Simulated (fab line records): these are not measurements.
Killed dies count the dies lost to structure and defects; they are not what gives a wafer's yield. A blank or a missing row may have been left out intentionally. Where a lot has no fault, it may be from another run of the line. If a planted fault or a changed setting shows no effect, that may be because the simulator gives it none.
Split-lot experiment :: flow sky130 :: 5 lots, 23 wafers read, on a route of 708 steps

== ON THE SPLIT ==
At SKY_POLY_GATE_COAT_07 (resist thk 110 nm), the setting spin rpm was moved away from the recipe's 3000 rpm on 11 of the 23 wafers read, by -4.2% to +6.0%. This setting was run at the recipe's value on the other wafers.

Reading taken at the split's own step.

== THE READING ==
BARC_of_POLY_GATE_COAT_07.thk nm (the simulator's own value, which no gauge read), in nm, at SKY_POLY_GATE_COAT_07 (resist thk 110 nm). The file does not state a usual value for it. Across the 12 wafers here that went through the recipe, the average is 109.9 nm and the standard deviation 0.21 nm.

wafer: L075.1
tool, chamber at the split: litho track-04, 0
spin rpm as run, rpm: 3174
against the recipe: +5.8%
BARC_of_POLY_GATE_COAT_07.thk nm, nm: 107
against lot-mates on the recipe: -3.3

wafer: L075.2
tool, chamber at the split: litho track-04, 0
spin rpm as run, rpm: 3174
against the recipe: +5.8%
BARC_of_POLY_GATE_COAT_07.thk nm, nm: 107.2
against lot-mates on the recipe: -3.1

wafer: L075.4
tool, chamber at the split: litho track-04, 0
spin rpm as run, rpm: 3000
against the recipe: recipe
BARC_of_POLY_GATE_COAT_07.thk nm, nm: 110.3
against lot-mates on the recipe: -

wafer: L075.6
tool, chamber at the split: litho track-04, 0
spin rpm as run, rpm: 3000
against the recipe: recipe
BARC_of_POLY_GATE_COAT_07.thk nm, nm: 110.3
against lot-mates on the recipe: -

wafer: L075.5
tool, chamber at the split: litho track-04, 0
spin rpm as run, rpm: 3174
against the recipe: +5.8%
BARC_of_POLY_GATE_COAT_07.thk nm, nm: 107.3
against lot-mates on the recipe: -3.0

wafer: L076.2
tool, chamber at the split: litho track-03, 0
spin rpm as run, rpm: 3000
against the recipe: recipe
BARC_of_POLY_GATE_COAT_07.thk nm, nm: 109.7
against lot-mates on the recipe: -

wafer: L076.5
tool, chamber at the split: litho track-03, 0
spin rpm as run, rpm: 3000
against the recipe: recipe
BARC_of_POLY_GATE_COAT_07.thk nm, nm: 109.7
against lot-mates on the recipe: -

wafer: L076.6
tool, chamber at the split: litho track-03, 0
spin rpm as run, rpm: 3000
against the recipe: recipe
BARC_of_POLY_GATE_COAT_07.thk nm, nm: 109.7
against lot-mates on the recipe: -

wafer: L081.1
tool, chamber at the split: litho track-02, 0
spin rpm as run, rpm: 2929
against the recipe: -2.4%
BARC_of_POLY_GATE_COAT_07.thk nm, nm: 111.4
against lot-mates on the recipe: +1.5

wafer: L081.2
tool, chamber at the split: litho track-02, 0
spin rpm as run, rpm: 3000
against the recipe: recipe
BARC_of_POLY_GATE_COAT_07.thk nm, nm: 109.8
against lot-mates on the recipe: -

wafer: L081.3
tool, chamber at the split: litho track-02, 0
spin rpm as run, rpm: 3000
against the recipe: recipe
BARC_of_POLY_GATE_COAT_07.thk nm, nm: 110
against lot-mates on the recipe: -

wafer: L081.4
tool, chamber at the split: litho track-02, 0
spin rpm as run, rpm: 2929
against the recipe: -2.4%
BARC_of_POLY_GATE_COAT_07.thk nm, nm: 111.1
against lot-mates on the recipe: +1.2

wafer: L081.5
tool, chamber at the split: litho track-02, 0
spin rpm as run, rpm: 2929
against the recipe: -2.4%
BARC_of_POLY_GATE_COAT_07.thk nm, nm: 111.3
against lot-mates on the recipe: +1.4

wafer: L083.1
tool, chamber at the split: litho track-03, 0
spin rpm as run, rpm: 3179
against the recipe: +6.0%
BARC_of_POLY_GATE_COAT_07.thk nm, nm: 106.9
against lot-mates on the recipe: -2.9

wafer: L083.2
tool, chamber at the split: litho track-03, 0
spin rpm as run, rpm: 3000
against the recipe: recipe
BARC_of_POLY_GATE_COAT_07.thk nm, nm: 109.8
against lot-mates on the recipe: -

wafer: L083.3
tool, chamber at the split: litho track-03, 0
spin rpm as run, rpm: 3000
against the recipe: recipe
BARC_of_POLY_GATE_COAT_07.thk nm, nm: 109.9
against lot-mates on the recipe: -

wafer: L083.4
tool, chamber at the split: litho track-03, 0
spin rpm as run, rpm: 3000
against the recipe: recipe
BARC_of_POLY_GATE_COAT_07.thk nm, nm: 109.7
against lot-mates on the recipe: -

wafer: L083.6
tool, chamber at the split: litho track-03, 0
spin rpm as run, rpm: 3179
against the recipe: +6.0%
BARC_of_POLY_GATE_COAT_07.thk nm, nm: 106.7
against lot-mates on the recipe: -3.1

wafer: L085.1
tool, chamber at the split: litho track-02, 0
spin rpm as run, rpm: 2875
against the recipe: -4.2%
BARC_of_POLY_GATE_COAT_07.thk nm, nm: 112.4
against lot-mates on the recipe: +2.4

wafer: L085.3
tool, chamber at the split: litho track-02, 0
spin rpm as run, rpm: 2875
against the recipe: -4.2%
BARC_of_POLY_GATE_COAT_07.thk nm, nm: 112.4
against lot-mates on the recipe: +2.4

wafer: L085.4
tool, chamber at the split: litho track-02, 0
spin rpm as run, rpm: 3000
against the recipe: recipe
BARC_of_POLY_GATE_COAT_07.thk nm, nm: 109.9
against lot-mates on the recipe: -

wafer: L085.5
tool, chamber at the split: litho track-02, 0
spin rpm as run, rpm: 2875
against the recipe: -4.2%
BARC_of_POLY_GATE_COAT_07.thk nm, nm: 111.9
against lot-mates on the recipe: +1.9

wafer: L085.6
tool, chamber at the split: litho track-02, 0
spin rpm as run, rpm: 3000
against the recipe: recipe
BARC_of_POLY_GATE_COAT_07.thk nm, nm: 110.1
against lot-mates on the recipe: -

FIT RESULTS
A straight line over all 23 wafers: BARC_of_POLY_GATE_COAT_07.thk nm changes by -0.515 nm for each +1% of spin rpm; r = -0.99; the points scatter about the line by 0.22 nm.
The same after taking each lot's own level away (the mean of its wafers on the recipe; 23 wafers): -0.532 nm for each +1%; r = -1.00; scatter 0.14 nm.
That fit puts the effect of the largest move of spin rpm on the reading at 3.2 nm.
Measured against the standard deviation above, the lots' own levels, which go from 109.70 to 110.30 nm, span 2.8 times it.
So the lot-to-lot level changes the slope little: the two slopes agree.
Check: for one of the wafers moved furthest among these (+6.0%), held out of the fit, the line's prediction against its lot-mates is -3.2 nm. Against them it came out at -2.9 nm.

== FURTHER SPLITS ON THESE WAFERS ==
Note: prior to the reading, these wafers also went through further splits. Each is held against what the fit with the lots' levels taken away leaves over:
other split on the same wafers: SKY_SONOS_ONO_CVD_04 time s
wafers away from the commonest value: 18
r with BARC_of_POLY_GATE_COAT_07.thk nm (lot level and that fit taken away): -0.12

other split on the same wafers: SKY_SONOS_ONO_COAT_08 resist thk nm
wafers away from the commonest value: 7
r with BARC_of_POLY_GATE_COAT_07.thk nm (lot level and that fit taken away): +0.05

other split on the same wafers: SKY_SONOS_ONO_ETCH_15 time s
wafers away from the commonest value: 8
r with BARC_of_POLY_GATE_COAT_07.thk nm (lot level and that fit taken away): +0.30

other split on the same wafers: SKY_GATE_OXIDE_IMPLANT_11 dose cm2
wafers away from the commonest value: 10
r with BARC_of_POLY_GATE_COAT_07.thk nm (lot level and that fit taken away): +0.17

other split on the same wafers: SKY_RES_PROTECT_SOFTBAKE_03 temp c
wafers away from the commonest value: 11
r with BARC_of_POLY_GATE_COAT_07.thk nm (lot level and that fit taken away): +0.11

== FILE'S OWN FIT ==
BARC_of_POLY_GATE_COAT_07.thk nm changes by -0.528 nm for each +1% of spin rpm, r = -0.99.
